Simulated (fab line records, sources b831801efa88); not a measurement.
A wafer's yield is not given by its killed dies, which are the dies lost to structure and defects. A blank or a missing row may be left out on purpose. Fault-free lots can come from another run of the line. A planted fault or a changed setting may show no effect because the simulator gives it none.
A struck lot beside a sound one    flow sky130    31 out of 708 route steps
Sound: these wafers, L856.4, L856.5, L856.6. Struck: wafer L862.3 (left out: L862.1, L862.4 of the same lot, which were not struck); the cause appears at the end.
At each step with rows: each side's tool, then ch and its chambers, then its first start. Under that, the readings that differ: sound wafers    struck wafers    difference of the means    sigmas: that difference in standard deviations of wafers without a fault.
alike: readings with means less than 2 such deviations apart, plus words and numbers identical on both sides. not compared: withheld readings, readings lacking a value on some wafer, bounds such as >300 that could conceal the same value, and numbers that have no deviation in the record and whose values overlap.
The two part at a step that has a row with sigmas, a row that says differs or no value, or rows on one side only. Non-overlapping numbers with no deviation appear without sigmas and do not part them. Lack of a reading on every wafer of one side parts them only where that side has two or more wafers.

SKY_VIA1_ETCH_15: etches SiO2 in C4F8/O2/Ar, stops on TiN, target depth 351 nm, time 54 s.
  sound on rie diel-01 ch 0,3, day 35 15:40; struck on rie diel-02 ch 1, day 37 12:58
  alike: oes product au
  not compared: rf hours counter h
SKY_VIA1_STRIP_16: strips in O2/N2.
  sound on plasma asher-04 ch 0,1, day 35 15:45; struck on plasma asher-04 ch 0, day 37 13:00
  alike: drypump motor current A, oes product au, strip time to endpoint s
  not compared: rf hours counter h
then, 5 steps without rows for these wafers: SKY_VIA1_STRIP_17 (strips in post etch residue remover, time 1200 s); SKY_VIA1_CLEAN_18 (cleans in IPA, time 180 s); SKY_VIA1_CLEAN_19 (cleans in O3/DIW); SKY_VIA1_SPUTTER_20 (material TiN, target thk 20 nm, time 80 s); SKY_VIA1_CVD_21 (deposits W, target thk 270 nm, time 80.902 s).
SKY_VIA1_RS_MEAS_22: a four-point-probe measurement.
  sound on film metro-01 at day 35 16:34; struck on film metro-03 at day 37 13:55
  alike: VIA1_W_RS
SKY_VIA1_THK_MEAS_23: measures by xrf.
  sound on film metro-01 at day 35 16:39; struck on film metro-03 at day 37 14:02
  alike: VIA1_W_THK
then, 3 steps without rows for these wafers: SKY_VIA1_CMP_24 (polishes, stops on SiO2, t overpolish 15 s, target thk 0 nm); SKY_METAL2_SPUTTER_00 (material Ti, target thk 15 nm, time 10 s); SKY_METAL2_SPUTTER_01 (material TiN, target thk 20 nm, time 16.7 s).
SKY_METAL2_SPUTTER_02: material AlCu, target thk 250 nm, time 13.3 s.
  sound on pvd sputter-03 at day 35 17:02; struck on pvd sputter-04 at day 37 14:51
reading                                      sound              struck  difference  sigmas
model.AlCu_of_METAL2_SPUTTER_02.thk nm (nm)  245.6 247.4 247.5  120.8   -126.0      
  alike: throttle valve pct
then, 1 step without rows for these wafers: SKY_METAL2_SPUTTER_03 (material Ti, target thk 5 nm, time 3.3 s).
SKY_METAL2_SPUTTER_04: material TiN, target thk 70 nm, time 58.3 s.
  sound on pvd sputter-03 at day 35 17:04; struck on pvd sputter-04 at day 37 14:53
  alike: throttle valve pct
SKY_METAL2_RS_MEAS_05: a four-point-probe measurement.
  sound on film metro-02 at day 35 17:11; struck on film metro-03 at day 37 15:23
reading                  sound                 struck  difference  sigmas
METAL2_ALCU_RS (ohm/sq)  0.1290 0.1282 0.1285  0.2717  +0.1431     +99 or more
  not compared: hold
SKY_METAL2_THK_MEAS_06: measures by xrf.
  sound on film metro-02 at day 35 17:16; struck on film metro-03 at day 37 17:40
reading               sound              struck  difference  sigmas
METAL2_ALCU_THK (nm)  241.7 243.7 242.6  120.0   -122.7      -42
  not compared: hold
then, 7 steps without rows for these wafers: SKY_METAL2_HMDS_08 (prime time 60 s); SKY_METAL2_COAT_09 (resist thk 60.85 nm); SKY_METAL2_COAT_10 (resist thk 450 nm); SKY_METAL2_SOFTBAKE_11 (time 90 s); SKY_METAL2_EXPOSE_12 (exposes mask MM2, target cd 140 nm); SKY_METAL2_PEB_13; SKY_METAL2_DEVELOP_14 (develop time 60 s).
SKY_METAL2_CD_MEAS_15: target cd 140 nm.
  sound on cd sem-02 at day 36 15:56; struck on cd sem-02 at day 38 16:40
  alike: cd nm
SKY_METAL2_OVL_MEAS_16:
  sound on overlay-02 at day 36 16:01; struck on overlay-01 at day 38 16:47
  alike: METAL2_OVL
SKY_METAL2_DESCUM_17: chemistry O2, time 8 s.
  sound on rie metal-04 ch 0,1, day 36 16:02; struck on rie metal-04 ch 1, day 38 16:49
  alike: drypump motor current A, oes product au
  not compared: rf hours counter h
SKY_METAL2_ETCH_18: etches BARC in N2/H2, stops on SiO2, time 45.9 s, target depth 60 nm.
  sound on rie metal-04 ch 0,1, day 36 16:05; struck on rie metal-04 ch 1, day 38 16:51
reading                sound              struck  difference  sigmas
oes product au (a.u.)  0.853 0.854 0.859  0.869   +0.014      +3
  alike: drypump motor current A, throttle valve pct
  not compared: rf hours counter h
SKY_METAL2_METAL_ETCH_19: etches the open film in Cl2/BCl3, stops on SiO2, target depth 360 nm, time 78 s.
  sound on rie metal-04 ch 0,1, day 36 16:09; struck on rie metal-04 ch 1, day 38 16:55
reading                sound              struck  difference  sigmas
oes product au (a.u.)  0.858 0.848 0.851  0.714   -0.138      -24
  alike: drypump motor current A, throttle valve pct
  not compared: rf hours counter h
then, 1 step without rows for these wafers: SKY_METAL2_STRIP_20 (strips in O2/N2).
-- the record jumps here: 10 days lie between the struck wafers' starts before and after (it left off in module METAL2 and takes up again in module PAD_OPEN, whose first step shown is number 708 of the route) --
SKY_PAD_OPEN_PROBE_99:
  sound on prober-02 at day 47 00:49; struck on prober-02 at day 48 14:20
reading                       sound                 struck  difference  sigmas
defect limited yield (%)      79.5 80.9 83.1        85.8    +4.6        +2
killed at front end           20 20 13              9       -9          -2
killed dies                   101 94 83             70      -23         -2
killed short                  48 48 36              28      -16         -3
sort_bin_3_pad_short (%)      1.4 1.6 0.2           0.2     -0.9        -2
sort n pass                   391 398 409           422     +23         +2
sort yield pct (%)            79.5 80.9 83.1        85.8    +4.6        +2
model.etest.met2.line ohm um  0.991 0.9406 0.9402   2.002   +1.045      
model.etest.met2.rs ohm sq    0.1323 0.1276 0.1289  0.2731  +0.1435     
  alike: killed_at_M0_to_M3, killed_at_M4_up, killed at contacts, killed at other, killed open, sort_bin_5_function, sort_bin_6_memory

## WHERE THEY PART
Earliest at SKY_METAL2_RS_MEAS_05; latest, in this record, at SKY_PAD_OPEN_PROBE_99.

WHY: the cause the simulator had injected
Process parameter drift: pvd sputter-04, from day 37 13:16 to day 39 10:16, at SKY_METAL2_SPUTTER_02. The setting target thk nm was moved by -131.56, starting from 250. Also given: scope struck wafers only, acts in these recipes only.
